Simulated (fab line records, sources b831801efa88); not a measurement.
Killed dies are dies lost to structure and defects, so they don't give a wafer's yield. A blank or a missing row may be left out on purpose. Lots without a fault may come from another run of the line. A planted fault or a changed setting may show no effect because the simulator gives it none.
fab line records | flow gf180mcu | part 2 of 2: steps 27 to 35 of 35
record lots=5 wafers=15 last_day=33
route steps=602 shown V5@540 TOP_METAL@567
lots that met no fault: from a run of the same line without faults
start_h: hours from the record's first day to the start of the lot's first wafer shown | wait_h: hours since the lot's step before | " the same as in the row above | L1.1+2: a row that stands for several wafers | - no value, or no start given | * or withheld: withheld | < > ~ a bound
route shown NAME@n: a module of which the file shows steps, and the number in the route of the first | usual: mean/standard deviation of fault-free wafers | same: alike in all rows | chamber/n: place in a boat | sites: the reading at each site | _std_site: their standard deviation | _edge_site: outer sites' mean less inner sites' | radius_mm: how far each site lies from the wafer's centre | mask NAME#n: copy n | behind: the tool/chamber that last shaped the wafer | hold: why the lot was held/for how many hours/how that ended | device: the transistor (n, p or np) that didn't switch | end of line: the same wafers' tests at the end of the route | a step without rows: its recipe alone | killed: dies lost to structure and defects at the first sort, not the wafer's yield | map: a wafer's dies, x killed, . not, _ none there
set.NAME: the setting as run; set.NAME@STEP: as run at that earlier step | model.NAME: the simulator's own value behind a step, which no gauge read
lots at some steps of the route; a table a step, a row a wafer
services: from which hour (start_h, from the record's first day; less than 0 if before it) a tool's chamber was out of use, for how many hours, and why
## steps
# step GF_V5_CMP_26
# recipe stop_on=SiO2 down_force_psi=3.5 platen_rpm=60 t_overpolish_s=15 target_thk_nm=0 pad_velocity_m_s=0.94248
# usual head_pressure_psi=3.500/0.0077 motor_current_A=11.0/0.73 overpolish_run_s=15.002/0.0093 time_to_endpoint_s=86/3.4
# columns lot.wafer tool chamber start_h wait_h head_pressure_psi motor_current_A overpolish_run_s time_to_endpoint_s
L078.3 cmp-02 1 673.22 0.0 3.498 11.4 15.005 82
L078.1 " 0 " " 3.494 11.4 14.995 84
L078.6 " 1 " " 3.491 12.0 15.006 86
L084.1 cmp-02 0 706.77 0.2 3.503 12.0 14.996 90
L084.2 " 2 " " 3.499 10.1 14.994 88
L084.5 " 3 " " 3.503 11.1 14.997 90
L085.2 cmp-02 1 714.55 0.0 3.494 11.1 15.006 84
L085.3 " 3 " " 3.502 10.8 15.004 86
L085.1 " 0 " " 3.498 12.3 14.995 88
L086.4 cmp-02 2 716.54 0.3 3.483 10.3 15.020 89
L086.3 " 3 " " 3.498 10.4 15.004 89
L086.1 " 0 " " 3.494 11.4 15.004 92
L093.1 cmp-02 0 763.11 0.1 3.506 11.6 15.005 90
L093.4 " 1 " " 3.503 11.8 14.977 82
L093.6 " 1 " " 3.493 11.8 15.013 84
# step GF_TOP_METAL_SPUTTER_00
# recipe material=Ti target_thk_nm=37.5 arriving_ion_energy_ev=80 substrate_temp_c=200 chamber_pressure_pa=2 power_w=4000 time_s=150
# usual throttle_valve_pct=29.8/1.5
# columns lot.wafer tool chamber start_h wait_h throttle_valve_pct
L078.1 pvd_sputter-02 - 673.52 0.1 32.4
L078.3 " - " " 28.8
L078.6 " - " " 32.3
L084.1 pvd_sputter-04 - 707.02 0.2 31.3
L084.2 " - " " 31.2
L084.5 " - " " 30.3
L085.1 pvd_sputter-04 - 714.85 0.1 30.5
L085.2 " - " " 31.3
L085.3 " - " " 31.1
L086.1 pvd_sputter-02 - 716.79 0.1 29.0
L086.3 " - " " 31.9
L086.4 " - " " 29.0
L093.1 pvd_sputter-01 - 763.41 0.2 29.4
L093.4 " - " " 31.7
L093.6 " - " " 28.1
# step GF_TOP_METAL_SPUTTER_01
# recipe material=TiN target_thk_nm=30 power_w=6500 time_s=25 chamber_pressure_pa=0.4
# usual throttle_valve_pct=29.8/1.5
# columns lot.wafer tool chamber start_h wait_h throttle_valve_pct
L078.1 pvd_sputter-02 - 673.62 0.1 32.1
L078.3 " - " " 29.1
L078.6 " - " " 32.0
L084.1 pvd_sputter-04 - 707.12 0.1 31.7
L084.2 " - " " 31.4
L084.5 " - " " 30.7
L085.1 pvd_sputter-04 - 714.95 0.1 30.4
L085.2 " - " " 31.4
L085.3 " - " " 31.1
L086.1 pvd_sputter-02 - 716.89 0.1 29.2
L086.3 " - " " 32.2
L086.4 " - " " 29.1
L093.1 pvd_sputter-01 - 763.51 0.1 29.4
L093.4 " - " " 31.6
L093.6 " - " " 28.3
# step GF_TOP_METAL_SPUTTER_02
# recipe material=AlCu target_thk_nm=900 power_w=10600 chamber_pressure_pa=0.3 substrate_temp_c=250 gas=Ar time_s=47.82
# usual throttle_valve_pct=29.8/1.4
# columns lot.wafer tool chamber start_h wait_h throttle_valve_pct
L078.1 pvd_sputter-02 - 673.65 0.0 32.1
L078.3 " - " " 29.0
L078.6 " - " " 32.2
L084.1 pvd_sputter-04 - 707.15 0.0 31.7
L084.2 " - " " 31.3
L084.5 " - " " 30.4
L085.1 pvd_sputter-04 - 714.98 0.0 30.3
L085.2 " - " " 31.6
L085.3 " - " " 31.2
L086.1 pvd_sputter-02 - 716.92 0.0 29.2
L086.3 " - " " 32.2
L086.4 " - " " 29.1
L093.1 pvd_sputter-01 - 763.54 0.0 29.8
L093.4 " - " " 31.7
L093.6 " - " " 28.3
# step GF_TOP_METAL_SPUTTER_03
# recipe material=Ti target_thk_nm=5 substrate_temp_c=300 chamber_pressure_pa=0.3 power_w=3000 time_s=3.3
# usual throttle_valve_pct=29.8/1.5
# columns lot.wafer tool chamber start_h wait_h throttle_valve_pct
L078.1 pvd_sputter-02 - 673.69 0.0 32.2
L078.3 " - " " 28.9
L078.6 " - " " 32.2
L084.1 pvd_sputter-04 - 707.20 0.0 31.4
L084.2 " - " " 31.2
L084.5 " - " " 30.3
L085.1 pvd_sputter-04 - 715.02 0.0 30.2
L085.2 " - " " 31.5
L085.3 " - " " 31.2
L086.1 pvd_sputter-02 - 716.97 0.0 29.0
L086.3 " - " " 32.0
L086.4 " - " " 28.7
L093.1 pvd_sputter-01 - 763.59 0.0 29.5
L093.4 " - " " 32.1
L093.6 " - " " 28.4
# step GF_TOP_METAL_SPUTTER_04
# recipe material=TiN target_thk_nm=25 power_w=6500 time_s=20.8 chamber_pressure_pa=0.4
# usual throttle_valve_pct=29.9/1.4
# columns lot.wafer tool chamber start_h wait_h throttle_valve_pct
L078.1 pvd_sputter-02 - 673.71 0.0 32.3
L078.3 " - " " 29.3
L078.6 " - " " 32.3
L084.1 pvd_sputter-04 - 707.22 0.0 31.6
L084.2 " - " " 30.9
L084.5 " - " " 30.3
L085.1 pvd_sputter-04 - 715.04 0.0 30.4
L085.2 " - " " 31.5
L085.3 " - " " 31.4
L086.1 pvd_sputter-02 - 716.98 0.0 28.9
L086.3 " - " " 32.0
L086.4 " - " " 28.8
L093.1 pvd_sputter-01 - 763.61 0.0 29.3
L093.4 " - " " 31.7
L093.6 " - " " 28.4
# step GF_TOP_METAL_RS_MEAS_05
# recipe thk_meas_gauge=four-point-probe reads=TiN_of_TOP_METAL_SPUTTER_04+Ti_of_TOP_METAL_SPUTTER_03+AlCu_of_TOP_METAL_SPUTTER_02+TiN_of_TOP_METAL_SPUTTER_01+Ti_of_TOP_METAL_SPUTTER_00
# usual TOP_METAL_ALCU_RS=0.0329/0.0003
# columns lot.wafer tool chamber start_h wait_h TOP_METAL_ALCU_RS[ohm/sq]
L078.1 film_metro-04 - 673.74 0.0 0.0334
L078.3 " - " " 0.0331
L078.6 " - " " 0.0331
L084.1 film_metro-03 - 707.24 0.0 0.0327
L084.2 " - " " 0.0332
L084.5 " - " " 0.0330
L085.1 film_metro-04 - 715.07 0.0 0.0329
L085.2 " - " " 0.0324
L085.3 " - " " 0.0332
L086.1 film_metro-02 - 717.01 0.0 0.0324
L086.3 " - " " 0.0325
L086.4 " - " " 0.0327
L093.1 film_metro-03 - 763.63 0.0 0.0327
L093.4 " - " " 0.0327
L093.6 " - " " 0.0330
# step GF_TOP_METAL_THK_MEAS_06
# recipe thk_meas_gauge=xrf reads=AlCu_of_TOP_METAL_SPUTTER_02
# usual TOP_METAL_ALCU_THK=886/10
# columns lot.wafer tool chamber start_h wait_h TOP_METAL_ALCU_THK[nm]
L078.1 film_metro-04 - 673.86 0.1 878
L078.3 " - " " 890
L078.6 " - " " 886
L084.1 film_metro-03 - 707.36 0.1 889
L084.2 " - " " 874
L084.5 " - " " 880
L085.1 film_metro-04 - 715.19 0.1 880
L085.2 " - " " 895
L085.3 " - " " 873
L086.1 film_metro-02 - 717.13 0.1 898
L086.3 " - " " 894
L086.4 " - " " 887
L093.1 film_metro-03 - 763.75 0.1 893
L093.4 " - " " 896
L093.6 " - " " 886
# step GF_TOP_METAL_DEHYDRATE_07
# recipe temp_c=200 time_s=60
# usual chill_plate_temp_C=23.01/0.1
# columns lot.wafer tool chamber start_h wait_h chill_plate_temp_C
L078.1 litho_track-01 0 682.62 8.8 23.09
L078.3 " 0 " " 23.04
L078.6 " 0 " " 23.16
L084.1 litho_track-01 0 715.52 8.1 23.05
L084.2 " 0 " " 22.99
L084.5 " 0 " " 22.98
L085.1 litho_track-01 0 723.32 8.1 23.11
L085.2 " 0 " " 23.06
L085.3 " 0 " " 22.98
L086.1 litho_track-02 0 725.48 8.3 23.15
L086.3 " 0 " " 22.94
L086.4 " 0 " " 22.89
L093.1 litho_track-01 0 770.57 6.8 22.98
L093.4 " 0 " " 23.07
L093.6 " 0 " " 22.97
## services
# columns tool chamber start_h hours kind
rie_diel-03 2 632.37 4.5 repair
krf_scanner-02 - 633.54 1.0 pm
rie_diel-02 2 634.66 2.5 repair
rie_diel-01 0 662.46 2.5 repair
cmp-02 - 664.95 2.1 repair
hdpcvd-01 - 670.32 14.6 pm
plasma_asher-01 - 686.30 27.3 pm
hdpcvd-01 - 698.86 1.5 repair
pvd_sputter-03 - 704.84 3.0 repair
cmp-02 - 707.85 0.7 repair
krf_scanner-02 - 708.87 11.6 pm
cmp-02 - 720.15 6.1 pm
krf_scanner-02 - 720.42 0.8 pm
pvd_sputter-03 - 720.61 24.3 repair
rie_diel-01 2 723.82 7.9 repair
plasma_asher-01 - 735.89 2.4 repair
cmp-02 - 736.26 5.3 pm
krf_scanner-02 - 736.69 1.3 pm
pvd_sputter-02 - 740.74 24.6 repair
cvd_w-02 - 746.96 0.5 repair
krf_scanner-02 - 747.94 0.8 pm
rie_diel-01 3 749.13 8.4 repair
wet_bench-04 - 749.69 1.3 repair
krf_scanner-02 - 756.13 4.0 repair
